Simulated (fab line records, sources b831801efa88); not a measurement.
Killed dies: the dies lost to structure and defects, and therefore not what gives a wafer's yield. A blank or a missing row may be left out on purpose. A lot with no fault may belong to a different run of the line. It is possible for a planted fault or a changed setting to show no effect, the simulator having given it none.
Chamber matching || flow sky130 || cmp-01 running SKY_LI_CONTACT_CMP_02: 4 sister chambers
The step polishes PSG. 20 wafers are shown with their chamber, then 10 later ones without.

## WAFERS WITH THEIR CHAMBER
{"wafer": "L074.2", "chamber": 2, "motor current A (A)": 12.0, "head pressure psi (psi)": 4.007, "time to endpoint s (s)": 35.8}
{"wafer": "L074.3", "chamber": 3, "motor current A (A)": 12.5, "head pressure psi (psi)": 4.000, "time to endpoint s (s)": 35.8}
{"wafer": "L074.6", "chamber": 2, "motor current A (A)": 11.9, "head pressure psi (psi)": 4.003, "time to endpoint s (s)": 34.1}
{"wafer": "L076.1", "chamber": 3, "motor current A (A)": 12.3, "head pressure psi (psi)": 3.999, "time to endpoint s (s)": 31.9}
{"wafer": "L076.2", "chamber": 1, "motor current A (A)": 12.4, "head pressure psi (psi)": 3.994, "time to endpoint s (s)": 32.1}
{"wafer": "L076.5", "chamber": 1, "motor current A (A)": 11.8, "head pressure psi (psi)": 3.996, "time to endpoint s (s)": 31.3}
{"wafer": "L075.1", "chamber": 2, "motor current A (A)": 12.0, "head pressure psi (psi)": 4.014, "time to endpoint s (s)": 32.9}
{"wafer": "L075.2", "chamber": 1, "motor current A (A)": 12.1, "head pressure psi (psi)": 4.017, "time to endpoint s (s)": 32.5}
{"wafer": "L075.4", "chamber": 0, "motor current A (A)": 10.7, "head pressure psi (psi)": 4.006, "time to endpoint s (s)": 33.1}
{"wafer": "L078.1", "chamber": 1, "motor current A (A)": 12.6, "head pressure psi (psi)": 3.997, "time to endpoint s (s)": 28.8}
{"wafer": "L078.2", "chamber": 0, "motor current A (A)": 10.4, "head pressure psi (psi)": 3.992, "time to endpoint s (s)": 30.9}
{"wafer": "L078.5", "chamber": 2, "motor current A (A)": 11.9, "head pressure psi (psi)": 3.995, "time to endpoint s (s)": 31.2}
{"wafer": "L080.1", "chamber": 3, "motor current A (A)": 12.6, "head pressure psi (psi)": 3.999, "time to endpoint s (s)": 31.8}
{"wafer": "L080.3", "chamber": 0, "motor current A (A)": 11.1, "head pressure psi (psi)": 3.999, "time to endpoint s (s)": 32.4}
{"wafer": "L080.4", "chamber": 1, "motor current A (A)": 11.9, "head pressure psi (psi)": 4.001, "time to endpoint s (s)": 32.4}
{"wafer": "L081.3", "chamber": 1, "motor current A (A)": 12.0, "head pressure psi (psi)": 4.008, "time to endpoint s (s)": 34.1}
{"wafer": "L081.4", "chamber": 0, "motor current A (A)": 10.8, "head pressure psi (psi)": 3.995, "time to endpoint s (s)": 33.4}
{"wafer": "L081.6", "chamber": 2, "motor current A (A)": 12.1, "head pressure psi (psi)": 4.007, "time to endpoint s (s)": 32.7}
{"wafer": "L084.4", "chamber": 1, "motor current A (A)": 12.5, "head pressure psi (psi)": 3.991, "time to endpoint s (s)": 34.0}
{"wafer": "L084.5", "chamber": 0, "motor current A (A)": 10.5, "head pressure psi (psi)": 3.996, "time to endpoint s (s)": 31.6}

SIGNATURES (averages over the wafers above)
{"reading": "motor current A", "chamber 0": 10.700, "chamber 1": 12.186, "chamber 2": 11.980, "chamber 3": 12.467, "scatter within a chamber": 0.245}
{"reading": "head pressure psi", "chamber 0": 3.99760, "chamber 1": 4.00057, "chamber 2": 4.00520, "chamber 3": 3.99933, "scatter within a chamber": 0.00707}
{"reading": "time to endpoint s", "chamber 0": 32.280, "chamber 1": 32.171, "chamber 2": 33.340, "chamber 3": 33.167, "scatter within a chamber": 1.69}
Rule: distance of a wafer from a chamber = root of the sum over the readings of ((wafer's reading minus chamber's mean) / reading's scatter) squared. The wafer belongs to the nearest chamber; if the next one is less than 2 further off, it can't be placed. The scatter is the square root of a quotient: the sum, over the shown wafers, of each reading's squared deviation from its chamber's mean, divided by wafers minus chambers.

## WAFERS WHOSE CHAMBER IS MISSING
{"wafer": "L084.6", "motor current A (A)": 12.4, "head pressure psi (psi)": 3.989, "time to endpoint s (s)": 29.5}
{"wafer": "L086.2", "motor current A (A)": 11.9, "head pressure psi (psi)": 3.993, "time to endpoint s (s)": 32.1}
{"wafer": "L086.4", "motor current A (A)": 11.2, "head pressure psi (psi)": 4.004, "time to endpoint s (s)": 33.3}
{"wafer": "L086.6", "motor current A (A)": 12.2, "head pressure psi (psi)": 3.999, "time to endpoint s (s)": 34.1}
{"wafer": "L087.3", "motor current A (A)": 13.0, "head pressure psi (psi)": 3.998, "time to endpoint s (s)": 31.3}
{"wafer": "L087.4", "motor current A (A)": 10.8, "head pressure psi (psi)": 4.005, "time to endpoint s (s)": 28.6}
{"wafer": "L087.6", "motor current A (A)": 12.4, "head pressure psi (psi)": 4.003, "time to endpoint s (s)": 32.4}
{"wafer": "L096.2", "motor current A (A)": 12.0, "head pressure psi (psi)": 3.996, "time to endpoint s (s)": 35.9}
{"wafer": "L096.3", "motor current A (A)": 12.0, "head pressure psi (psi)": 4.010, "time to endpoint s (s)": 33.0}
{"wafer": "L096.5", "motor current A (A)": 12.5, "head pressure psi (psi)": 4.000, "time to endpoint s (s)": 39.4}

## WHICH CHAMBER EACH ONE RAN IN
{"wafer": "L084.6", "from the rows above": "can't be placed: 1 or 3 or 2", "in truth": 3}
{"wafer": "L086.2", "from the rows above": "can't be placed: 1 or 2 or 3", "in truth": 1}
{"wafer": "L086.4", "from the rows above": "can't be placed: 0 or 2 or 1", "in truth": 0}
{"wafer": "L086.6", "from the rows above": "can't be placed: 1 or 3 or 2", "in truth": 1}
{"wafer": "L087.3", "from the rows above": "can't be placed: 3 or 1", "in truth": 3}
{"wafer": "L087.4", "from the rows above": 0, "in truth": 0}
{"wafer": "L087.6", "from the rows above": "can't be placed: 3 or 1 or 2", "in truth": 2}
{"wafer": "L096.2", "from the rows above": "can't be placed: 2 or 1 or 3", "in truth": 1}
{"wafer": "L096.3", "from the rows above": "can't be placed: 2 or 1 or 3", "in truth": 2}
{"wafer": "L096.5", "from the rows above": "can't be placed: 3 or 2 or 1", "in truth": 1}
1 of 10 placed correctly. Unplaceable from these rows: 9, with the true chamber sitting among the candidates in 9. Number placed wrongly: 0.
